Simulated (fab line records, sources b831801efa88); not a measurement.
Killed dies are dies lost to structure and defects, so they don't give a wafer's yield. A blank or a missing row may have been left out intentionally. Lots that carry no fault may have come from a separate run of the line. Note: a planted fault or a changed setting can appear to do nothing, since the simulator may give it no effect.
fab line records	flow sky130
record: lots: 5	wafers: 15	last-day: 50
route steps=708 shown VIA3@585 METAL4@598 PAD_OPEN@708
lots that met no fault: taken from a fault-free run of the same line
start-h: the number of hours between the record's first day and the start of the first shown wafer of the lot	wait-h: how many hours have passed since the lot's step before this one	" identical to the entry in the row above	L1.1+2: a single row standing in for several wafers	- no value, or no start given	* or withheld: withheld	< > ~ a bound
route shown NAME@n: NAME is a module with steps in the file, n the number in the route of the first one	usual: mean/standard deviation taken from wafers without a fault	same: alike in all rows	chamber/n: place in a boat	sites: readings site by site	_std_site: the values' standard deviation	_edge_site: outer sites' mean less inner sites'	radius-mm: for every site, how far away it sits from the centre of the wafer	mask NAME#n: copy n	behind: the tool/chamber that last shaped the wafer	hold: cause of the lot's hold/its duration in hours/its outcome	device: transistor that didn't switch, given as n, p or np	end of line: at the end of the route, the tests of the same wafers	step lacking rows: just its recipe	killed: dies that structure and defects cost at the first sort, which is not the same as the wafer's yield	map: the dies of a wafer, with x for killed, . for not killed, _ for no die there
set.NAME: setting as actually run; set.NAME@STEP: the setting as run at that earlier step	model.NAME: the simulator's own value behind a step, which no gauge read
a table for each step, a row for each wafer; lots at some steps of the route
services: a tool's chamber out of use, with start hour (start-h, from the record's first day; less than 0 if before it), hours out, and reason
== steps ==
step: SKY_VIA3_CD_MEAS_12
recipe: target-cd-nm: 200
usual: cd-nm: 200.2/1.5
lot.wafer	tool	chamber	start-h	wait-h	cd-nm
L699.1	cd-sem-01	-	944.05	-	200.4
L699.2	"	-	"	"	199.8
L699.4	"	-	"	"	200.3
L706.1	cd-sem-02	-	991.86	-	198.8
L706.2	"	-	"	"	198.8
L706.6	"	-	"	"	196.6
L715.1	cd-sem-02	-	1058.30	-	200.2
L715.2	"	-	"	"	200.1
L715.4	"	-	"	"	200.0
L716.1	cd-sem-02	-	1062.81	-	198.8
L716.3	"	-	"	"	199.5
L716.4	"	-	"	"	198.5
L718.1	cd-sem-02	-	1069.46	-	200.3
L718.2	"	-	"	"	199.4
L718.3	"	-	"	"	200.8
step: SKY_VIA3_OVL_MEAS_13
usual: VIA3_OVL: -1/6.2
lot.wafer	tool	chamber	start-h	wait-h	VIA3_OVL[nm]
L699.1	overlay-01	-	944.17	0.1	-4
L699.2	"	-	"	"	-2
L699.4	"	-	"	"	-5
L706.1	overlay-01	-	991.98	0.1	4
L706.2	"	-	"	"	5
L706.6	"	-	"	"	-2
L715.1	overlay-02	-	1058.42	0.1	-2
L715.2	"	-	"	"	8
L715.4	"	-	"	"	-6
L716.1	overlay-02	-	1062.93	0.1	-2
L716.3	"	-	"	"	-2
L716.4	"	-	"	"	-2
L718.1	overlay-02	-	1069.58	0.1	-12
L718.2	"	-	"	"	2
L718.3	"	-	"	"	-1
step: SKY_VIA3_ETCH_14
recipe: chemistry: N2/H2	target: BARC	ion-energy-ev: 200	source-w: 500	bias-w: 100	pressure-mtorr: 30	n2-flow-sccm: 100	h2-flow-sccm: 200	stop-on: SiO2	time-s: 45.9	target-depth-a: 600
usual: drypump-motor-current-A: 5.7/0.44	n2-flow-sccm: 100.0/0.31	oes-product-au: 0.855/0.0049	throttle-valve-pct: 13.223/0.0083
lot.wafer	tool	chamber	start-h	wait-h	drypump-motor-current-A	n2-flow-sccm	oes-product-au	rf-hours-counter-h	throttle-valve-pct
L699.1	rie-diel-01	3	944.21	0.0	5.5	99.8	0.863	16	13.220
L699.2	"	1	"	"	6.2	100.3	0.855	28	13.218
L699.4	"	1	"	"	6.1	99.9	0.851	-	13.220
L706.1	rie-diel-01	0	992.02	0.0	5.4	100.3	0.854	18	13.221
L706.2	"	3	"	"	5.5	99.4	0.854	18	13.227
L706.6	"	0	"	"	5.5	99.9	0.845	-	13.222
L715.1	rie-diel-03	1	1058.46	0.0	5.9	99.9	0.857	3	13.229
L715.2	"	0	"	"	5.8	100.0	0.864	12	13.227
L715.4	"	2	"	"	4.9	99.9	0.856	-	13.210
L716.1	rie-diel-01	1	1062.97	0.0	6.2	99.7	0.846	1	13.227
L716.3	"	0	"	"	5.4	99.7	0.852	20	13.234
L716.4	"	3	"	"	5.5	100.2	0.857	20	13.223
L718.1	rie-diel-01	3	1069.62	0.0	5.5	100.4	0.855	21	13.221
L718.2	"	0	"	"	5.5	100.4	0.857	20	13.212
L718.3	"	2	"	"	6.4	99.9	0.859	29	13.212
step: SKY_VIA3_ETCH_15
recipe: target: SiO2	chemistry: C4F8/O2/Ar	target-depth-nm: 507	stop-on: TiN	mask-material: KrF-thick	source-w: 1500	bias-w: 1200	pressure-mtorr: 40	c4f8-flow-sccm: withheld	O2_flow_sccm: 6	Ar_flow_sccm: 300	time-s: 78
usual: oes-product-au: 0.946/0.0046
lot.wafer	tool	chamber	start-h	wait-h	oes-product-au	rf-hours-counter-h
L699.1	rie-diel-01	3	944.25	0.0	0.946	16
L699.2	"	1	"	"	0.949	28
L699.4	"	1	"	"	0.947	-
L706.1	rie-diel-01	0	992.06	0.0	0.936	18
L706.2	"	3	"	"	0.949	18
L706.6	"	0	"	"	0.945	-
L715.1	rie-diel-03	1	1058.50	0.0	0.948	3
L715.2	"	0	"	"	0.940	12
L715.4	"	2	"	"	0.950	-
L716.1	rie-diel-01	1	1063.01	0.0	0.949	1
L716.3	"	0	"	"	0.947	20
L716.4	"	3	"	"	0.945	20
L718.1	rie-diel-01	3	1069.66	0.0	0.945	21
L718.2	"	0	"	"	0.947	20
L718.3	"	2	"	"	0.946	29
step: SKY_VIA3_STRIP_16
recipe: chemistry: O2/N2	power-w: 1400	pressure-mtorr: 1500	platen-temp-c: withheld	o2-flow-sccm: 3000	n2-flow-sccm: 300	overash-fraction: 0.5
step: SKY_VIA3_STRIP_17
recipe: chemistry: post-etch-residue-remover	time-s: 1200	temp-c: 72.5
step: SKY_VIA3_CLEAN_18
recipe: chemistry: IPA	time-s: 180	temp-c: 25
step: SKY_VIA3_CLEAN_19
recipe: chemistry: O3/DIW	dry: n2-spin
step: SKY_VIA3_SPUTTER_20
recipe: material: TiN	target-thk-nm: 20	chamber-pressure-pa: 5	power-w: 4000	time-s: 80
usual: throttle-valve-pct: 30.3/0.54
lot.wafer	tool	chamber	start-h	wait-h	throttle-valve-pct
L699.1	pvd-sputter-02	-	944.90	0.0	30.3
L699.2	"	-	"	"	30.5
L699.4	"	-	"	"	30.5
L706.1	pvd-sputter-02	-	992.75	0.0	30.5
L706.2	"	-	"	"	30.1
L706.6	"	-	"	"	30.0
L715.1	pvd-sputter-03	-	1059.18	0.0	30.2
L715.2	"	-	"	"	29.5
L715.4	"	-	"	"	30.5
L716.1	pvd-sputter-02	-	1063.67	0.0	29.9
L716.3	"	-	"	"	30.4
L716.4	"	-	"	"	30.5
L718.1	pvd-sputter-02	-	1070.35	0.0	30.3
L718.2	"	-	"	"	30.7
L718.3	"	-	"	"	30.0
step: SKY_VIA3_CVD_21
recipe: material: W	target-thk-nm: 390	time-s: 117.31	temp-c: 400	pressure-torr: 40
usual: chamber-pressure-Torr: 40.00/0.092	heater-power-w: 758/78
lot.wafer	tool	chamber	start-h	wait-h	chamber-pressure-Torr	heater-power-w
L699.1	cvd-w-02	0	944.96	0.0	39.92	681
L699.2	"	1	"	"	40.01	823
L699.4	"	1	"	"	40.02	805
L706.1	cvd-w-01	0	992.82	0.0	39.98	851
L706.2	"	1	"	"	40.22	685
L706.6	"	1	"	"	40.17	691
L715.1	cvd-w-02	0	1059.25	0.0	39.87	694
L715.2	"	1	"	"	40.11	811
L715.4	"	1	"	"	40.09	801
L716.1	cvd-w-02	0	1063.73	0.0	39.88	683
L716.3	"	0	"	"	40.04	679
L716.4	"	1	"	"	39.93	808
L718.1	cvd-w-02	1	1070.41	0.0	39.80	812
L718.2	"	0	"	"	40.01	693
L718.3	"	0	"	"	40.02	700
step: SKY_VIA3_RS_MEAS_22
recipe: thk-meas-gauge: four-point-probe	reads: W_of_VIA3_CVD_21+TiN_of_VIA3_SPUTTER_20
usual: VIA3_W_RS: 0.296/0.0036
lot.wafer	tool	chamber	start-h	wait-h	VIA3_W_RS[ohm/sq]
L699.1	film-metro-03	-	945.09	0.1	0.290
L699.2	"	-	"	"	0.292
L699.4	"	-	"	"	0.292
L706.1	film-metro-04	-	992.94	0.1	0.293
L706.2	"	-	"	"	0.297
L706.6	"	-	"	"	0.300
L715.1	film-metro-03	-	1059.37	0.1	0.298
L715.2	"	-	"	"	0.300
L715.4	"	-	"	"	0.299
L716.1	film-metro-02	-	1063.85	0.1	0.293
L716.3	"	-	"	"	0.298
L716.4	"	-	"	"	0.299
L718.1	film-metro-04	-	1070.54	0.1	0.297
L718.2	"	-	"	"	0.288
L718.3	"	-	"	"	0.290
step: SKY_VIA3_THK_MEAS_23
recipe: thk-meas-gauge: xrf	reads: W_of_VIA3_CVD_21
usual: VIA3_W_THK: 386/5.9
lot.wafer	tool	chamber	start-h	wait-h	VIA3_W_THK[nm]
L699.1	film-metro-03	-	945.21	0.1	394
L699.2	"	-	"	"	396
L699.4	"	-	"	"	392
L706.1	film-metro-04	-	993.06	0.1	387
L706.2	"	-	"	"	383
L706.6	"	-	"	"	376
L715.1	film-metro-03	-	1059.49	0.1	384
L715.2	"	-	"	"	381
L715.4	"	-	"	"	383
L716.1	film-metro-02	-	1063.97	0.1	391
L716.3	"	-	"	"	385
L716.4	"	-	"	"	385
L718.1	film-metro-04	-	1070.66	0.1	379
L718.2	"	-	"	"	391
L718.3	"	-	"	"	388
step: SKY_VIA3_CMP_24
recipe: stop-on: SiO2	t-overpolish-s: 20	down-force-psi: 3.5	platen-rpm: 60	target-thk-nm: 0	pad-velocity-m-s: 0.94248
usual: head-pressure-psi: 3.500/0.0084	motor-current-A: 11.7/1.1	overpolish-run-s: 20.001/0.0098	retaining-ring-pressure-frac: 1.000/0.0047	time-to-endpoint-s: 92/3
lot.wafer	tool	chamber	start-h	wait-h	head-pressure-psi	motor-current-A	overpolish-run-s	retaining-ring-pressure-frac	time-to-endpoint-s
L699.1	cmp-01	2	945.27	0.1	3.477	12.5	20.006	0.997	94
L699.2	"	0	"	"	3.498	12.6	20.011	1.002	94
L699.4	"	1	"	"	3.508	8.6	20.006	1.011	95
L706.2	cmp-02	2	993.17	0.1	3.501	11.8	0.038	0.996	147
L706.1	"	0	"	"	3.494	11.2	19.993	0.997	92
L706.6	"	1	"	"	3.507	12.5	20.003	1.000	87
L715.2	cmp-02	1	1059.60	0.1	3.507	12.1	19.982	1.000	85
L715.4	"	2	"	"	3.499	11.6	20.012	1.008	92
L715.1	"	3	"	"	3.504	13.0	20.000	1.002	90
L716.4	cmp-02	0	1064.43	0.4	3.513	11.2	20.009	0.998	89
L716.1	"	1	"	"	3.505	12.5	20.007	0.997	89
L716.3	"	2	"	"	3.486	11.6	20.006	1.000	92
L718.2	cmp-02	3	1070.98	0.3	3.517	12.7	20.005	1.000	99
L718.3	"	0	"	"	3.500	10.9	20.029	1.001	95
L718.1	"	2	"	"	3.493	13.0	20.013	0.999	96
step: SKY_METAL4_SPUTTER_00
recipe: material: Ti	target-thk-nm: 15	power-w: 3000	time-s: 10	chamber-pressure-pa: 0.4
usual: throttle-valve-pct: 30.3/0.63
lot.wafer	tool	chamber	start-h	wait-h	throttle-valve-pct
L699.1	pvd-sputter-02	-	945.57	0.2	30.4
L699.2	"	-	"	"	29.8
L699.4	"	-	"	"	30.5
L706.1	pvd-sputter-01	-	993.42	0.1	29.9
L706.6	"	-	"	"	30.1
L715.1	pvd-sputter-02	-	1059.85	0.1	30.6
L715.2	"	-	"	"	29.7
L715.4	"	-	"	"	29.7
L716.1	pvd-sputter-04	-	1064.68	0.1	30.7
L716.3	"	-	"	"	29.1
L716.4	"	-	"	"	30.2
L718.1	pvd-sputter-04	-	1071.28	0.1	30.4
L718.2	"	-	"	"	30.7
L718.3	"	-	"	"	29.2
step: SKY_PAD_OPEN_PROBE_99
usual: defect-limited-yield: 82.8/2.1	killed_at_M0_to_M3: 43/7.7	killed_at_M4_up: 3.1/1.7	killed-at-contacts: 23/4.8	killed-at-front-end: 15/4.5	killed-at-other: 0.3/0.58	killed-dies: 85/10	killed-on-rim: 17/3.8	killed-open: 46/7.5	killed-short: 38/6.5	sort_bin_3_pad_short: 0.8/0.38	sort_bin_5_function: 10.3/1.7	sort_bin_6_memory: 6.1/1.1	sort-n-pass: 407/10	sort-yield-pct: 82.8/2.1
same: gross-dies: 492	killed-at-back-side: 0	sort_bin_4_leakage[%]: 0	sort_bin_8_speed[%]: 0
lot.wafer	tool	chamber	start-h	wait-h	defect-limited-yield[%]	killed_at_M0_to_M3	killed_at_M4_up	killed-at-contacts	killed-at-front-end	killed-at-other	killed-dies	killed-on-rim	killed-open	killed-short	sort_bin_3_pad_short[%]	sort_bin_5_function[%]	sort_bin_6_memory[%]	sort-n-pass	sort-yield-pct[%]
L699.1	prober-01	-	1087.69	0.1	84.1	42	5	21	10	0	78	19	47	31	0.6	10.2	5.1	414	84.1
L699.2	prober-01	-	1087.74	0.1	82.5	42	0	26	18	0	86	12	46	40	1.0	9.8	6.7	406	82.5
L699.4	prober-01	-	1087.84	0.2	81.9	44	4	29	12	0	89	24	52	36	1.0	10.2	6.9	403	81.9
L706.1	prober-02	-	1129.50	0.1	81.7	40	3	30	17	0	90	14	44	46	1.0	10.2	7.1	402	81.7
L706.2	prober-02	-	1129.55	0.1	0	457	0	21	14	0	492	96	44	45	82.3	11.4	6.3	0	0
L706.6	prober-02	-	1129.75	0.2	83.1	43	5	18	15	2	83	16	40	42	1.4	10.2	5.3	409	83.1
L715.1	prober-02	-	1182.95	0.1	81.7	44	4	21	20	1	90	15	50	40	0	12.6	5.7	402	81.7
L715.2	prober-02	-	1183.00	0.1	86.2	34	3	21	10	0	68	11	37	31	0.2	10.0	3.7	424	86.2
L715.4	prober-02	-	1183.10	0.2	82.1	46	2	22	17	1	88	18	47	41	1.0	10.4	6.5	404	82.1
L716.1	prober-01	-	1185.31	0.1	83.5	41	5	22	13	0	81	24	39	42	0.8	8.5	7.1	411	83.5
L716.3	prober-01	-	1185.41	0.2	82.9	45	7	23	9	0	84	12	52	31	0.8	8.5	7.7	408	82.9
L716.4	prober-01	-	1185.46	0.2	83.1	34	1	28	20	0	83	16	41	42	1.2	9.8	5.9	409	83.1
L718.1	prober-01	-	1191.35	0.1	86.6	31	2	17	16	0	66	15	30	36	0	7.9	5.5	426	86.6
L718.3	prober-01	-	1191.45	0.2	85.0	37	2	19	16	0	74	11	36	38	0.6	8.1	6.3	418	85.0
killed by level:class
L699.1 VIA1:geometric-particle:open=11 LI_CONTACT:geometric-particle:open=7 CONTACT:geometric-particle:open=6 METAL2:geometric-particle:short=5 VIA3:geometric-particle:open=5 VIA2:geometric-particle:open=5 VIA1:geometric-particle:short=4 FIELD_ISO:geometric-particle:short=3
L699.2 CONTACT:geometric-particle:open=11 VIA1:geometric-particle:open=10 VIA1:geometric-particle:short=7 METAL2:geometric-particle:short=6 VIA3:geometric-particle:open=6 POLY_GATE:geometric-particle:open=5 LI_CONTACT:geometric-particle:open=5 CONTACT:geometric-particle:short=5
L699.4 CONTACT:geometric-particle:open=13 VIA1:geometric-particle:open=9 VIA2:geometric-particle:open=9 LI_CONTACT:geometric-particle:open=5 CONTACT:geometric-particle:short=5 METAL1:geometric-particle:short=5 VIA1:geometric-particle:short=5 VIA3:geometric-particle:short=5
L706.1 METAL2:geometric-particle:short=11 CONTACT:geometric-particle:open=10 VIA2:geometric-particle:open=8 VIA1:geometric-particle:open=7 LI_CONTACT:geometric-particle:open=6 FIELD_ISO:geometric-particle:open=5 CONTACT:geometric-particle:short=5 LI_CONTACT:geometric-particle:short=4
L706.2 VIA3:area-cmp=403 VIA1:geometric-particle:open=11 VIA1:geometric-particle:short=8 VIA2:geometric-particle:open=8 CONTACT:geometric-particle:open=6 CONTACT:geometric-particle:short=6 METAL2:geometric-particle:short=6 VIA3:geometric-particle:short=5
L706.6 VIA1:geometric-particle:open=13 VIA1:geometric-particle:short=5 METAL2:geometric-particle:short=5 METAL3:geometric-particle:short=5 POLY_GATE:geometric-particle:open=4 METAL1:geometric-particle:short=4 LI_CONTACT:geometric-particle:short=4 LOCAL_INTERCONNECT:geometric-particle:short=4
L715.1 VIA1:geometric-particle:open=12 CONTACT:geometric-particle:open=7 VIA3:geometric-particle:open=7 VIA2:geometric-particle:open=7 METAL1:geometric-particle:short=6 FIELD_ISO:geometric-particle:open=5 POLY_GATE:geometric-particle:short=5 LI_CONTACT:geometric-particle:open=5
L715.2 CONTACT:geometric-particle:open=6 VIA1:geometric-particle:open=6 METAL2:geometric-particle:short=6 LOCAL_INTERCONNECT:geometric-particle:short=5 VIA3:geometric-particle:open=5 LI_CONTACT:geometric-particle:open=4 CONTACT:geometric-particle:short=4 METAL1:geometric-particle:open=4
L715.4 CONTACT:geometric-particle:open=9 LI_CONTACT:geometric-particle:open=8 METAL1:geometric-particle:short=7 VIA1:geometric-particle:open=7 VIA1:geometric-particle:short=6 FIELD_ISO:geometric-particle:open=5 VIA2:geometric-particle:open=5 VIA2:geometric-particle:short=5
L716.1 VIA3:geometric-particle:open=12 LOCAL_INTERCONNECT:geometric-particle:short=7 CONTACT:geometric-particle:short=6 VIA1:geometric-particle:open=6 CONTACT:geometric-particle:open=5 METAL1:geometric-particle:short=5 FIELD_ISO:geometric-particle:open=4 LI_CONTACT:geometric-particle:open=4
L716.3 VIA1:geometric-particle:open=13 LI_CONTACT:geometric-particle:open=8 VIA2:geometric-particle:open=7 CONTACT:geometric-particle:open=6 METAL1:geometric-particle:short=6 LOCAL_INTERCONNECT:geometric-particle:short=5 VIA3:geometric-particle:short=5 FIELD_ISO:geometric-particle:open=4
L716.4 CONTACT:geometric-particle:open=11 METAL1:geometric-particle:short=7 LOCAL_INTERCONNECT:geometric-particle:short=6 VIA1:geometric-particle:short=6 VIA3:geometric-particle:open=6 FIELD_ISO:geometric-particle:open=5 LI_CONTACT:geometric-particle:open=5 SPACER:geometric-particle:short=4
L718.1 VIA1:geometric-particle:open=7 LI_CONTACT:geometric-particle:open=6 METAL2:geometric-particle:short=6 METAL1:geometric-particle:short=5 VIA3:geometric-particle:short=5 CONTACT:geometric-particle:open=5 VIA3:geometric-particle:open=4 FIELD_ISO:geometric-particle:short=3
L718.3 CONTACT:geometric-particle:open=6 METAL2:geometric-particle:short=6 FIELD_ISO:geometric-particle:short=5 LI_CONTACT:geometric-particle:open=5 VIA2:geometric-particle:open=5 VIA3:geometric-particle:open=5 FIELD_ISO:geometric-particle:open=4 CONTACT:geometric-particle:short=4
map L706.2 (x killed, . not)
__________xxxxxxxxxx_________
________xxxxxxxxxxxxxx_______
______xxxxxxxxxxxxxxxxxx_____
_____xxxxxxxxxxxxxxxxxxxx____
____xxxxxxxxxxxxxxxxxxxxxx___
___xxxxxxxxxxxxxxxxxxxxxxxx__
__xxxxxxxxxxxxxxxxxxxxxxxxxx_
_xxxxxxxxxxxxxxxxxxxxxxxxxxxx
_xxxxxxxxxxxxxxxxxxxxxxxxxxxx
_xxxxxxxxxxxxxxxxxxxxxxxxxxxx
_xxxxxxxxxxxxxxxxxxxxxxxxxxxx
_xxxxxxxxxxxxxxxxxxxxxxxxxxxx
_xxxxxxxxxxxxxxxxxxxxxxxxxxxx
_xxxxxxxxxxxxxxxxxxxxxxxxxxxx
_xxxxxxxxxxxxxxxxxxxxxxxxxxxx
__xxxxxxxxxxxxxxxxxxxxxxxxxx_
___xxxxxxxxxxxxxxxxxxxxxxxx__
____xxxxxxxxxxxxxxxxxxxxxx___
_____xxxxxxxxxxxxxxxxxxxx____
______xxxxxxxxxxxxxxxxxx_____
________xxxxxxxxxxxxxx_______
__________xxxxxxxxxx_________
map L718.3 (x killed, . not)
__________.........._________
________......xxx....._______
______........xx...xx..._____
_____...............xxxx.____
____xx....................___
___x..x.x.....x.....x......__
__..x..x..x.....x..x.x......_
_.x.x...x.x.....x..xx........
_....x..x...xxx..............
_.......x..................x.
_.xx...x.x..x....x...........
_......xx..x....x.x....x...xx
_x......x..............x.....
_...................x........
_..........x..x....x.........
__x.x..x................x..x_
___.......................x__
____...x..................___
_____..x......xx......x..____
______....x.......x....._____
________...x........x._______
__________.........._________
== services ==
tool	chamber	start-h	hours	kind
rie-diel-03	1	938.56	-	clean
rie-diel-03	1	938.56	-	consumable-replace:showerhead
rie-diel-03	1	938.56	19.3	scheduled-down
rie-diel-03	1	938.56	19.3	vent-cycle
rie-diel-01	2	943.30	9.6	repair
rie-diel-01	0	947.26	8.4	repair
pvd-sputter-01	-	960.41	2.3	repair
cmp-01	-	984.11	5.5	repair
rie-diel-01	1	992.92	-	clean
rie-diel-01	1	992.92	33.5	scheduled-down
rie-diel-01	1	992.92	33.5	vent-cycle
cmp-02	-	994.94	0.5	repair
cvd-w-02	-	997.82	4.3	pm
pvd-sputter-01	-	1000.17	5.3	repair
rie-diel-03	-	1002.20	2.8	pm
rie-diel-03	1	1008.56	5.7	repair
pvd-sputter-04	-	1011.52	1.2	repair
cmp-01	-	1012.44	4.8	pm
cmp-02	-	1025.75	2.5	repair
rie-diel-01	0	1047.13	11.6	repair
rie-diel-03	3	1053.23	6.1	repair
cmp-02	-	1063.35	1.0	repair
== key ==
first-sign: step: SKY_VIA3_CMP_24	reading: overpolish-run-s	direction: down	sigmas: 99+	usual: 20.001	struck: 0.038
effect: step: SKY_VIA3_CMP_24	reading: time-to-endpoint-s	direction: up	sigmas: 18	usual: *	struck: *
effect: step: SKY_PAD_OPEN_PROBE_99	reading: sort_bin_3_pad_short	direction: up	sigmas: 99+	usual: 0.8	struck: 82.3
more-kills-born-at: SKY_VIA3_CMP_24@cmp-02: 403
met-at SKY_VIA3_CMP_24
struck-wafers L706.2
later-rows-left-out L706.2
fault: kind: process-parameter-drift	tool: cmp-02	chamber: -	onset-h: 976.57	steps: SKY_VIA3_CMP_24	channel: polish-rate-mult	offset: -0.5	shape: step	end-h: 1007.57	scope: struck-wafers-only
later-rows-left-out: the simulator's readings of these wafers behind a module that went badly wrong aren't trusted and aren't shown, but for the sort
